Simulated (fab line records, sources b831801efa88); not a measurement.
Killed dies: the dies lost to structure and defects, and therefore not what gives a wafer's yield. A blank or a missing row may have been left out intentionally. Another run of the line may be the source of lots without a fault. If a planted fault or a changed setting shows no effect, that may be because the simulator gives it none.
Tool commonality check / flow gf180mcu / 12 lots, 36 wafers sampled

WHY IT WAS OPENED
On 2 of the 12 lots, a flag is raised at GF_HV_LDD_CD_MEAS_07 on the reading cdNm. No-fault wafers: 399.7 nm, standard deviation 2.3.
Rule: a lot is flagged when every wafer of it that has a number lies more than 4 standard deviations from that mean, or none has a number. The other lots count as sound.

lot=L592; measured=day 11 03:38; on=cdSem-01; cdNm (nm), wafer by wafer=397.6 396.6 399.1; flag=
lot=L593; measured=day 11 11:08; on=cdSem-02; cdNm (nm), wafer by wafer=398.4 396.6 398.8; flag=
lot=L594; measured=day 11 21:44; on=cdSem-02; cdNm (nm), wafer by wafer=401.7 401.6 401.9; flag=
lot=L596; measured=day 12 11:58; on=cdSem-02; cdNm (nm), wafer by wafer=417.6 417.8 418.0; flag=FLAGGED
lot=L597; measured=day 12 15:46; on=cdSem-01; cdNm (nm), wafer by wafer=418.6 418.8 417.7; flag=FLAGGED
lot=L602; measured=day 13 22:17; on=cdSem-02; cdNm (nm), wafer by wafer=399.2 401.1 400.0; flag=
lot=L603; measured=day 14 06:31; on=cdSem-01; cdNm (nm), wafer by wafer=401.3 398.7 401.1; flag=
lot=L604; measured=day 14 15:40; on=cdSem-02; cdNm (nm), wafer by wafer=400.3 398.4 398.8; flag=
lot=L606; measured=day 15 02:40; on=cdSem-02; cdNm (nm), wafer by wafer=401.1 399.4 397.6; flag=
lot=L608; measured=day 15 20:01; on=cdSem-02; cdNm (nm), wafer by wafer=398.3 397.9 396.9; flag=
lot=L610; measured=day 16 13:23; on=cdSem-02; cdNm (nm), wafer by wafer=396.3 397.2 397.9; flag=
lot=L612; measured=day 16 23:29; on=cdSem-01; cdNm (nm), wafer by wafer=401.4 400.7 400.4; flag=
On average the flagged lots' numbers are 418.1 nm, which is +18.4 nm against the usual, or +8 standard deviations.

LOT BY LOT: THE TOOL USED
The record holds 1 process step before the reading, out of a route of 602 steps. Each cell gives the tool, then ch followed by the chambers the sampled wafers passed through, then the start.
lot=L592; flag=; GF_HV_LDD_COAT_02=lithoTrack-02 ch 0, day 10 18:59
lot=L593; flag=; GF_HV_LDD_COAT_02=lithoTrack-02 ch 0, day 11 01:58
lot=L594; flag=; GF_HV_LDD_COAT_02=lithoTrack-02 ch 0, day 11 11:50
lot=L596; flag=FLAGGED; GF_HV_LDD_COAT_02=lithoTrack-02 ch 0, day 12 02:28
lot=L597; flag=FLAGGED; GF_HV_LDD_COAT_02=lithoTrack-02 ch 0, day 12 05:29
lot=L602; flag=; GF_HV_LDD_COAT_02=lithoTrack-04 ch 0, day 13 12:20
lot=L603; flag=; GF_HV_LDD_COAT_02=lithoTrack-04 ch 0, day 13 19:47
lot=L604; flag=; GF_HV_LDD_COAT_02=lithoTrack-03 ch 0, day 14 05:35
lot=L606; flag=; GF_HV_LDD_COAT_02=lithoTrack-03 ch 0, day 14 16:11
lot=L608; flag=; GF_HV_LDD_COAT_02=lithoTrack-04 ch 0, day 15 09:52
lot=L610; flag=; GF_HV_LDD_COAT_02=lithoTrack-04 ch 0, day 16 02:35
lot=L612; flag=; GF_HV_LDD_COAT_02=lithoTrack-04 ch 0, day 16 12:37
These steps, and what they do:
- GF_HV_LDD_COAT_02: resist thk 1000 nm.
- GF_HV_LDD_CD_MEAS_07: target cd 400 nm.

FLAGGED AGAINST TOTAL, ONE TOOL AT A TIME (gauges that did the reading follow at the end)
step=GF_HV_LDD_COAT_02; tool=lithoTrack-02; lots run=5; flagged=2; share of the flagged lots=all; sound lots run after its first flagged lot=0
step=GF_HV_LDD_COAT_02; tool=lithoTrack-03; lots run=2; flagged=0; share of the flagged lots=none; sound lots run after its first flagged lot=-
step=GF_HV_LDD_COAT_02; tool=lithoTrack-04; lots run=5; flagged=0; share of the flagged lots=none; sound lots run after its first flagged lot=-
step=GF_HV_LDD_CD_MEAS_07; tool=cdSem-01; lots run=4; flagged=1; share of the flagged lots=some; sound lots run after its first flagged lot=2 (L603,L612)
step=GF_HV_LDD_CD_MEAS_07; tool=cdSem-02; lots run=8; flagged=1; share of the flagged lots=some; sound lots run after its first flagged lot=5 (L602,L604,L606,L608,L610)

WHAT THE TABLE PERMITS
Rows of the table that ran each flagged lot: 1, that is lithoTrack-02 at GF_HV_LDD_COAT_02.
- lithoTrack-02 at GF_HV_LDD_COAT_02 ran 5 lots, 2 of them flagged. It ran its last sound lot, L594, at day 11 11:50 and its first flagged lot, L596, at day 12 02:28: a fault with its onset between the two fits.
One tool is left: lithoTrack-02 at GF_HV_LDD_COAT_02.

WHAT THE SIMULATOR HAD INSERTED
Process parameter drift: lithoTrack-02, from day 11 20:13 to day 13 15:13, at GF_HV_LDD_COAT_02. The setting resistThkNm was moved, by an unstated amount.
Lots struck among those shown: L596, L597. This agrees with what the rule above found.
